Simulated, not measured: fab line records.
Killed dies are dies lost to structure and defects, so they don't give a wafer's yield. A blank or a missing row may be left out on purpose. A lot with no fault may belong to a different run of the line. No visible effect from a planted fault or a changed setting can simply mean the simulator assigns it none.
The tool behind it: which one? :: flow gf180mcu :: 33 wafers from 11 lots sampled at 5 of the route's 602 steps

WHAT THE GAUGES READ, wafer by wafer
GF_MVPSD_OVL_MEAS_07. Usual: MVPSD_OVL gives 2.4 nm (standard deviation 1.1).
lot: L216
measured: day 5 07:45
on: overlay-02
MVPSD_OVL (nm): 4.2 1.5 0.9
flag: 

lot: L217
measured: day 5 10:53
on: overlay-02
MVPSD_OVL (nm): 1.0 2.0 2.2
flag: 

lot: L218
measured: day 5 15:16
on: overlay-01
MVPSD_OVL (nm): 3.4 1.9 1.7
flag: 

lot: L222
measured: day 6 13:59
on: overlay-02
MVPSD_OVL (nm): 3.0 0.4 2.8
flag: 

lot: L223
measured: day 6 17:15
on: overlay-02
MVPSD_OVL (nm): 232.8 233.7 233.2 231.5 232.0 232.2
flag: OFF

lot: L227
measured: day 7 16:43
on: overlay-02
MVPSD_OVL (nm): 235.1 235.3 234.6 234.0 234.1 233.3
flag: OFF

lot: L229
measured: day 8 07:30
on: overlay-01
MVPSD_OVL (nm): 3.1 2.6 2.8
flag: 

lot: L230
measured: day 8 11:49
on: overlay-01
MVPSD_OVL (nm): 3.6 1.3 2.8
flag: 

lot: L231
measured: day 8 17:56
on: overlay-02
MVPSD_OVL (nm): 3.9 1.9 2.7
flag: 

lot: L232
measured: day 9 00:13
on: overlay-02
MVPSD_OVL (nm): 1.5 1.9 1.5
flag: 

lot: L239
measured: day 10 19:28
on: overlay-02
MVPSD_OVL (nm): 4.1 4.4 3.1
flag: 

GF_M3_CD_MEAS_14: the cd target is 280 nm. Usual: cd nm at 280.3 nm, with a standard deviation of 1.
lot: L216
measured: day 21 20:29
on: cd sem-02
cd nm (nm): 279.8 280.0 280.7
flag: 

lot: L217
measured: day 21 22:31
on: cd sem-01
cd nm (nm): 280.4 280.4 280.3
flag: 

lot: L218
measured: day 22 09:26
on: cd sem-02
cd nm (nm): 281.4 281.7 281.7
flag: 

lot: L222
measured: day 23 11:56
on: cd sem-01
cd nm (nm): 279.8 280.0 279.6
flag: 

lot: L229
measured: day 26 00:17
on: cd sem-01
cd nm (nm): 281.0 280.3 280.7
flag: 

lot: L230
measured: day 26 05:47
on: cd sem-01
cd nm (nm): 279.5 279.2 279.7
flag: 

lot: L231
measured: day 26 12:16
on: cd sem-01
cd nm (nm): 281.6 280.6 281.3
flag: 

lot: L232
measured: day 26 20:20
on: cd sem-01
cd nm (nm): 278.9 281.0 281.0
flag: 

lot: L239
measured: day 28 20:41
on: cd sem-01
cd nm (nm): 278.5 279.5 278.9
flag: 

TOOL THAT RAN EACH LOT (tool first, then ch and the chambers of the sampled wafers, then the start)
lot: L216
GF_MVPSD_EXPOSE_04: iline stepper-01 ch 0, day 5 00:23
GF_V2_CVD_02: pecvd-04 ch 1,2, day 19 17:45
GF_V2_PEB_12: litho track-02 ch 0, day 21 20:29 or earlier

lot: L217
GF_MVPSD_EXPOSE_04: iline stepper-01 ch 0, day 5 04:31
GF_V2_CVD_02: pecvd-02 ch 0,1, day 19 20:16
GF_V2_PEB_12: litho track-03 ch 0, day 21 22:31 or earlier

lot: L218
GF_MVPSD_EXPOSE_04: iline stepper-01 ch 0, day 5 08:23
GF_V2_CVD_02: pecvd-02 ch 2, day 20 07:37
GF_V2_PEB_12: litho track-04 ch 0, day 22 09:26 or earlier

lot: L222
GF_MVPSD_EXPOSE_04: iline stepper-01 ch 0, day 6 06:34
GF_V2_CVD_02: pecvd-02 ch 1,2, day 21 12:48
GF_V2_PEB_12: litho track-02 ch 0, day 23 11:56 or earlier

lot: L223
GF_MVPSD_EXPOSE_04: iline stepper-02 ch 0, day 6 10:05
GF_V2_CVD_02: -
GF_V2_PEB_12: -

lot: L227
GF_MVPSD_EXPOSE_04: iline stepper-02 ch 0, day 7 08:59
GF_V2_CVD_02: -
GF_V2_PEB_12: -

lot: L229
GF_MVPSD_EXPOSE_04: iline stepper-01 ch 0, day 7 23:23
GF_V2_CVD_02: pecvd-02 ch 1,2, day 24 02:29
GF_V2_PEB_12: litho track-02 ch 0, day 26 00:17 or earlier

lot: L230
GF_MVPSD_EXPOSE_04: iline stepper-01 ch 0, day 8 03:50
GF_V2_CVD_02: pecvd-04 ch 0,1,2, day 24 09:22
GF_V2_PEB_12: litho track-04 ch 0, day 26 05:47 or earlier

lot: L231
GF_MVPSD_EXPOSE_04: iline stepper-01 ch 0, day 8 09:50
GF_V2_CVD_02: pecvd-04 ch 0,2, day 24 16:32
GF_V2_PEB_12: litho track-03 ch 0, day 26 12:16 or earlier

lot: L232
GF_MVPSD_EXPOSE_04: iline stepper-01 ch 0, day 8 15:43
GF_V2_CVD_02: pecvd-02 ch 0,1, day 25 00:53
GF_V2_PEB_12: litho track-04 ch 0, day 26 20:20 or earlier

lot: L239
GF_MVPSD_EXPOSE_04: iline stepper-01 ch 0, day 10 10:31
GF_V2_CVD_02: pecvd-04 ch 0,1,2, day 27 02:59
GF_V2_PEB_12: litho track-03 ch 0, day 28 20:41 or earlier
- GF_MVPSD_EXPOSE_04: exposes mask MVPSD, target cd 1000 nm.
- GF_V2_CVD_02: deposits SiO2 from TEOS, target thk 850 nm, time 94.851 s.
- GF_V2_PEB_12: peb time 92.47 s.

WHAT THE TOOLS THEMSELVES READ (means of the sampled wafers that have a number; where no wafer has one, the mark that the record gives instead)
GF_V2_CVD_02. Usual: heater power w at 688 W, with a standard deviation of 120.
lot: L216
tool: pecvd-04
heater power w (W): 746
flag: 

lot: L217
tool: pecvd-02
heater power w (W): 640
flag: 

lot: L218
tool: pecvd-02
heater power w (W): 724
flag: 

lot: L222
tool: pecvd-02
heater power w (W): 719
flag: 

lot: L229
tool: pecvd-02
heater power w (W): 693
flag: 

lot: L230
tool: pecvd-04
heater power w (W): 702
flag: 

lot: L231
tool: pecvd-04
heater power w (W): 680
flag: 

lot: L232
tool: pecvd-02
heater power w (W): 685
flag: 

lot: L239
tool: pecvd-04
heater power w (W): 680
flag: 

GF_V2_PEB_12. Usual: plate sensor t centre C 136.13 C, standard deviation 0.0099; plate sensor t edge C 136.29 C, standard deviation 0.01; resist line temp C 22.99 C, standard deviation 0.093.
lot: L216
tool: litho track-02
plate sensor t centre C (C): 136.13
plate sensor t edge C (C): 136.30
resist line temp C (C): 23.02
flag: 

lot: L217
tool: litho track-03
plate sensor t centre C (C): 136.13
plate sensor t edge C (C): 136.29
resist line temp C (C): 22.98
flag: 

lot: L218
tool: litho track-04
plate sensor t centre C (C): 136.13
plate sensor t edge C (C): 136.29
resist line temp C (C): 22.91
flag: 

lot: L222
tool: litho track-02
plate sensor t centre C (C): 136.15
plate sensor t edge C (C): 136.29
resist line temp C (C): 22.96
flag: 

lot: L229
tool: litho track-02
plate sensor t centre C (C): 136.13
plate sensor t edge C (C): 136.29
resist line temp C (C): 23.08
flag: 

lot: L230
tool: litho track-04
plate sensor t centre C (C): 136.13
plate sensor t edge C (C): 136.30
resist line temp C (C): 22.92
flag: 

lot: L231
tool: litho track-03
plate sensor t centre C (C): 136.13
plate sensor t edge C (C): 136.29
resist line temp C (C): 23.01
flag: 

lot: L232
tool: litho track-04
plate sensor t centre C (C): 136.13
plate sensor t edge C (C): 136.30
resist line temp C (C): 23.13
flag: 

lot: L239
tool: litho track-03
plate sensor t centre C (C): 136.14
plate sensor t edge C (C): 136.30
resist line temp C (C): 22.89
flag: 

THE ANSWER, worked out from the rows above alone
Rule: a lot is off if the mean of its wafers that have a number lies more than 3 standard deviations from the usual mean. A lot without any number at a reading at which 4 lots or more have one is off too. The other lots that the step has rows for count as sound. Order of review: gauges by route order, followed by the tools' own readings, for which a lot's mean as printed above is used. At the first step where some lot is off, the reading lying furthest off is the one used; lots without a number count as furthest.
Off: L223, L227, seen at GF_MVPSD_OVL_MEAS_07 (MVPSD_OVL).
If a tool, at a process step before that reading, ran all the lots that are off and no sound lot after the first of them, it fits. Gauges at GF_MVPSD_OVL_MEAS_07: tried the same way as those tools. One fits: iline stepper-02 at GF_MVPSD_EXPOSE_04. It ran no sound lot before its first lot that is off in this sample, so the start can't be narrowed down.

WHAT HAD BEEN PUT IN BY THE SIMULATOR
Scanner matching overlay: iline stepper-02, from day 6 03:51 on, at GF_MVPSD_EXPOSE_04. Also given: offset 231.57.
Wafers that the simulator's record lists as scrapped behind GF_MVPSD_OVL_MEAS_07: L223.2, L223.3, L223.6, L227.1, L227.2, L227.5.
Struck lots among those shown: L223, L227. The rule above reached the same finding.
